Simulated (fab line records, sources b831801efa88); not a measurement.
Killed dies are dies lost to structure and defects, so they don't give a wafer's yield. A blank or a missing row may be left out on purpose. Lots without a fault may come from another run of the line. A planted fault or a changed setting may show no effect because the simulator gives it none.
fab line records | flow sfq_line
record lots=14 wafers=42 last_day=91
route steps=325 shown M1@69 I1@85 M2@98
lots that met no fault: from a run of the same line without faults
start_h: hours from the record's first day to the start of the lot's first wafer shown | wait_h: hours since the lot's step before | " the same as in the row above | L1.1+2: a row that stands for several wafers | - no value, or no start given | * or withheld: withheld | < > ~ a bound
route shown NAME@n: a module of which the file shows steps, and the number in the route of the first | usual: mean/standard deviation of fault-free wafers | same: alike in all rows | chamber/n: place in a boat | sites: the reading at each site | _std_site: their standard deviation | _edge_site: outer sites' mean less inner sites' | radius_mm: how far each site lies from the wafer's centre | mask NAME#n: copy n | behind: the tool/chamber that last shaped the wafer | hold: why the lot was held/for how many hours/how that ended | device: the transistor (n, p or np) that didn't switch | end of line: the same wafers' tests at the end of the route | a step without rows: its recipe alone | killed: dies lost to structure and defects at the first sort, not the wafer's yield | map: a wafer's dies, x killed, . not, _ none there
set.NAME: the setting as run; set.NAME@STEP: as run at that earlier step | model.NAME: the simulator's own value behind a step, which no gauge read
steps of the route over a sample of lots; a table a step, a row a wafer
services: from which hour (start_h, from the record's first day; less than 0 if before it) a tool's chamber was out of use, for how many hours, and why
## steps
# step SFQ_TRILAYER_M1_BARC_OPEN_METAL_ETCH_054
# recipe mask_material=PR chemistry=O2 target_depth_nm=125 target=BARC icp_w=600 bias_w=83.06 pressure_mtorr=10 time_s=41.7
# usual bias_w=83.09/0.25 drypump_motor_current_A=5.8/0.4 oes_product_au=0.685/0.0051
# columns lot.wafer tool chamber start_h wait_h bias_w drypump_motor_current_A oes_product_au rf_hours_counter_h
L555.3 rie_metal-03 1 545.57 0.0 83.33 6.0 0.687 -
L555.4 " 0 " " 82.84 6.1 0.691 -
L555.6 " 0 " " 82.71 6.1 0.696 -
L556.2 rie_metal-04 0 553.95 0.0 82.88 5.1 0.680 124
L556.3 " 1 " " 83.52 5.8 0.677 -
L556.5 " 0 " " 82.87 5.1 0.687 -
L557.1 rie_metal-02 1 558.75 0.0 83.15 5.5 0.683 17
L557.3 " 0 " " 83.16 6.3 0.685 -
L557.4 " 1 " " 83.26 5.5 0.694 -
L558.2 rie_metal-02 1 561.15 0.0 82.98 5.5 0.689 17
L558.5 " 0 " " 82.84 6.4 0.698 -
L558.6 " 1 " " 83.14 5.4 0.679 -
L559.1 rie_metal-04 0 563.55 0.0 83.07 5.1 0.688 125
L559.2 " 1 " " 82.84 5.8 0.687 35
L559.4 " 1 " " 82.84 5.9 0.684 -
L560.1 rie_metal-03 0 565.95 0.0 83.33 6.1 0.679 94
L560.3 " 0 " " 83.44 6.1 0.690 -
L560.4 " 1 " " 82.95 6.0 0.684 -
L561.2 rie_metal-04 0 568.35 0.0 82.71 5.1 0.682 126
L561.4 " 0 " " 83.02 5.1 0.689 -
L561.5 " 1 " " 83.26 5.8 0.690 -
L563.3 rie_metal-02 0 618.26 0.0 82.91 6.3 0.689 -
L563.4 " 1 " " 82.64 5.4 0.675 -
L563.6 " 1 " " 83.10 5.4 0.688 -
L570.3 rie_metal-03 1 739.73 0.0 83.15 6.0 0.689 -
L570.5 " 0 " " 83.00 6.1 0.687 -
L570.6 " 1 " " 82.78 6.0 0.681 -
L573.2 rie_metal-02 1 768.19 0.0 83.03 5.4 0.674 46
L573.4 " 1 " " 83.28 5.4 0.691 -
L573.5 " 0 " " 83.27 6.3 0.678 -
L574.1 rie_metal-03 1 771.79 0.0 82.78 6.0 0.696 68
L574.4 " 1 " " 82.57 6.0 0.676 -
L574.5 " 1 " " 82.64 6.0 0.682 -
L575.1 rie_metal-04 1 775.39 0.0 83.46 5.9 0.678 66
L575.5 " 0 " " 83.19 5.1 0.680 -
L575.6 " 1 " " 83.00 5.9 0.690 -
L576.1 rie_metal-04 0 778.99 0.0 83.05 5.1 0.685 11
L576.2 " 1 " " 82.99 5.8 0.680 67
L576.6 " 1 " " 82.62 5.8 0.684 -
L577.1 rie_metal-03 1 786.19 0.0 83.13 6.0 0.688 70
L577.2 " 0 " " 83.12 6.1 0.689 124
L577.3 " 0 " " 83.01 6.1 0.686 -
# step SFQ_TRILAYER_M1_STRIP_STRIP_043
# recipe gas=O2 power_w=200 platen_temp_c=40 overash_fraction=0.65 chemistry=O2 pressure_mtorr=50
# usual drypump_motor_current_A=5.8/0.4 oes_product_au=1.000/0.0071
# columns lot.wafer tool chamber start_h wait_h drypump_motor_current_A oes_product_au rf_hours_counter_h
L555.3 rie_metal-03 1 546.35 0.2 6.0 0.988 -
L555.4 " 0 " " 6.1 0.997 -
L555.6 " 0 " " 6.1 0.994 -
L556.2 rie_metal-04 0 554.13 0.1 5.1 1.007 124
L556.3 " 1 " " 5.9 0.996 -
L556.5 " 0 " " 5.1 1.008 -
L557.1 rie_metal-02 1 558.93 0.1 5.4 1.010 17
L557.3 " 0 " " 6.3 0.994 -
L557.4 " 1 " " 5.5 1.001 -
L558.2 rie_metal-02 1 561.33 0.1 5.4 0.994 17
L558.5 " 0 " " 6.3 0.993 -
L558.6 " 1 " " 5.4 1.000 -
L559.1 rie_metal-04 0 563.73 0.1 5.1 1.007 125
L559.2 " 1 " " 5.8 1.006 35
L559.4 " 1 " " 5.8 1.003 -
L560.1 rie_metal-03 0 566.13 0.1 6.1 1.008 94
L560.3 " 0 " " 6.1 1.010 -
L560.4 " 1 " " 6.0 1.000 -
L561.2 rie_metal-04 0 568.53 0.1 5.1 1.006 126
L561.4 " 0 " " 5.1 0.993 -
L561.5 " 1 " " 5.8 0.998 -
L563.3 rie_metal-02 0 618.62 0.2 6.3 0.985 -
L563.4 " 1 " " 5.5 1.009 -
L563.6 " 1 " " 5.5 1.000 -
L570.3 rie_metal-03 1 740.10 0.2 6.0 0.994 -
L570.5 " 0 " " 6.1 1.009 -
L570.6 " 1 " " 6.0 0.997 -
L573.2 rie_metal-02 1 768.37 0.1 5.4 0.999 46
L573.4 " 1 " " 5.4 0.990 -
L573.5 " 0 " " 6.3 0.993 -
L574.1 rie_metal-03 1 771.97 0.1 6.0 0.993 68
L574.4 " 1 " " 6.0 1.002 -
L574.5 " 1 " " 6.0 0.999 -
L575.1 rie_metal-04 1 775.57 0.1 5.8 0.998 67
L575.5 " 0 " " 5.1 1.001 -
L575.6 " 1 " " 5.9 0.999 -
L576.1 rie_metal-04 0 779.17 0.1 5.1 1.006 11
L576.2 " 1 " " 5.8 0.986 67
L576.6 " 1 " " 5.8 1.001 -
L577.1 rie_metal-03 1 786.37 0.1 6.0 0.991 70
L577.2 " 0 " " 6.1 1.013 124
L577.3 " 0 " " 6.1 0.989 -
# step SFQ_TRILAYER_I1_VIA_ETCH_VIA_ETCH_052
# recipe target=SiO2 stop_on=Nb mask_material=PR taper_deg=20 chemistry=CHF3 target_depth_nm=260 source_w=500 bias_w=80 pressure_mtorr=30 time_s=withheld
# usual bias_w=79.97/0.24 drypump_motor_current_A=5.6/0.43 oes_product_au=0.855/0.0045
# columns lot.wafer tool chamber start_h wait_h bias_w drypump_motor_current_A oes_product_au
L555.3 rie_diel-02 0 555.35 0.0 80.20 5.1 0.859
L555.4 " 3 " " 79.86 5.5 0.857
L555.6 " 2 " " 80.09 6.1 0.863
L556.2 rie_diel-04 1 561.63 0.0 80.16 6.0 0.853
L556.3 " 2 " " 79.78 5.0 0.855
L556.5 " 3 " " 80.12 5.7 0.860
L557.1 rie_diel-03 0 566.43 0.0 80.10 5.2 0.851
L557.3 " 1 " " 80.02 5.8 0.856
L557.4 " 3 " " 79.66 6.0 0.853
L558.2 rie_diel-04 0 569.74 0.0 79.90 5.0 0.856
L558.5 " 0 " " 80.01 5.0 0.862
L558.6 " 1 " " 79.94 6.0 0.848
L559.1 rie_diel-03 3 572.43 0.0 80.90 6.0 0.861
L559.2 " 2 " " 79.52 5.7 0.851
L559.4 " 0 " " 79.76 5.2 0.853
L560.1 rie_diel-02 3 575.43 0.0 79.92 5.4 0.854
L560.3 " 1 " " 79.57 6.1 0.856
L560.4 " 0 " " 80.36 5.0 0.856
L561.2 rie_diel-04 2 577.83 0.0 79.60 5.0 0.855
L561.4 " 3 " " 80.07 5.7 0.851
L561.5 " 2 " " 79.42 5.0 0.852
L563.3 rie_diel-02 2 628.19 0.0 79.97 6.1 0.855
L563.4 " 3 " " 79.94 5.5 0.862
L563.6 " 2 " " 80.06 6.1 0.850
L570.3 rie_diel-04 3 901.24 0.0 80.17 5.7 0.850
L570.5 " 0 " " 80.11 5.0 0.854
L570.6 " 1 " " 79.79 6.0 0.851
L573.2 rie_diel-04 1 927.64 0.0 79.98 6.0 0.855
L573.4 " 0 " " 95.24 5.0 0.855
L573.5 " 3 " " 79.97 5.7 0.855
L574.1 rie_diel-03 2 930.06 0.0 80.12 5.8 0.854
L574.4 " 1 " " 79.84 5.9 0.851
L574.5 " 1 " " 80.09 5.9 0.855
L575.1 rie_diel-04 3 937.29 0.0 79.67 5.7 0.847
L575.5 " 0 " " 94.80 5.0 0.858
L575.6 " 1 " " 79.88 5.9 0.865
L576.1 rie_diel-02 2 940.89 0.0 79.87 6.1 0.853
L576.2 " 1 " " 80.27 6.0 0.852
L576.6 " 3 " " 80.02 5.4 0.852
L577.1 rie_diel-03 0 949.22 0.0 79.78 5.2 0.850
L577.2 " 1 " " 79.82 5.8 0.851
L577.3 " 2 " " 79.77 5.8 0.857
# step SFQ_M2_OVL_MEAS_916
# usual M2_OVL=-3/4.8
# columns lot.wafer tool chamber start_h wait_h M2_OVL[nm]
L555.3 overlay-01 - 558.80 0.1 -4
L555.4 " - " " -5
L555.6 " - " " -1
L556.2 overlay-01 - 565.07 0.1 -2
L556.3 " - " " -3
L556.5 " - " " -4
L557.1 overlay-02 - 570.86 0.1 -5
L557.3 " - " " -5
L557.4 " - " " -2
L558.2 overlay-02 - 573.56 0.1 -5
L558.5 " - " " -13
L558.6 " - " " 1
L559.1 overlay-01 - 576.55 0.1 -3
L559.2 " - " " -3
L559.4 " - " " 0
L560.1 overlay-01 - 578.95 0.1 -7
L560.3 " - " " -3
L560.4 " - " " -10
L561.2 overlay-01 - 581.27 0.1 -5
L561.4 " - " " -11
L561.5 " - " " -7
L563.3 overlay-01 - 633.22 0.1 -4
L563.4 " - " " 0
L563.6 " - " " 1
L570.3 overlay-01 - 913.34 0.1 7
L570.5 " - " " -3
L570.6 " - " " -1
L573.2 overlay-01 - 931.10 0.1 -3
L573.4 " - " " 1
L573.5 " - " " 1
L574.1 overlay-01 - 933.55 0.1 -3
L574.4 " - " " -1
L574.5 " - " " 0
L575.1 overlay-01 - 940.73 0.1 -12
L575.5 " - " " -15
L575.6 " - " " -12
L576.1 overlay-01 - 944.35 0.1 3
L576.2 " - " " -6
L576.6 " - " " -3
L577.1 overlay-01 - 952.96 0.1 -17
L577.2 " - " " -12
L577.3 " - " " -6
## services
# columns tool chamber start_h hours kind
rie_diel-02 - 535.73 0.5 repair
rie_metal-02 0 580.57 3.7 repair
rie_diel-02 3 598.52 12.4 repair
rie_diel-04 0 632.68 4.1 repair
rie_diel-04 3 644.72 5.7 repair
rie_metal-04 0 679.11 6.2 repair
rie_metal-03 0 679.18 2.1 repair
rie_diel-02 - 687.08 2.8 pm
rie_metal-04 0 691.56 - clean
rie_metal-04 1 703.01 1.0 repair
rie_diel-03 2 704.23 4.7 repair
rie_diel-02 2 721.98 3.6 repair
rie_diel-03 1 728.98 40.1 repair
rie_diel-03 3 729.75 2.8 repair
rie_metal-02 1 747.28 5.9 repair
rie_metal-02 - 835.04 0.8 repair
rie_diel-02 2 837.48 7.4 repair
rie_metal-03 - 837.94 2.4 repair
rie_metal-03 - 852.75 1.3 repair
rie_diel-02 3 859.08 11.5 repair
rie_metal-03 0 905.28 3.3 repair
rie_diel-03 3 921.76 18.6 repair
rie_diel-02 0 931.19 17.8 repair
rie_metal-03 - 932.83 0.8 repair
## key
first_sign step=SFQ_TRILAYER_I1_VIA_ETCH_VIA_ETCH_052 reading=bias_w direction=up sigmas=63 usual=79.97 struck=95.02
effect none on later readings
met_at SFQ_TRILAYER_I1_VIA_ETCH_VIA_ETCH_052
struck_lots L573,L575
struck_wafers L573.4,L575.5
not_acting_at SFQ_TRILAYER_M1_BARC_OPEN_METAL_ETCH_054,SFQ_TRILAYER_M1_STRIP_STRIP_043,SFQ_M2_OVL_MEAS_916
onset_between 901.24 927.64
fault kind=process_parameter_drift tool=rie_diel-04 chamber=0 onset_h=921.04 steps=SFQ_TRILAYER_I1_VIA_ETCH_VIA_ETCH_052 channel=bias_w offset=14.827 shape=step end_h=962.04 acts_in=these_recipes_only stated=80
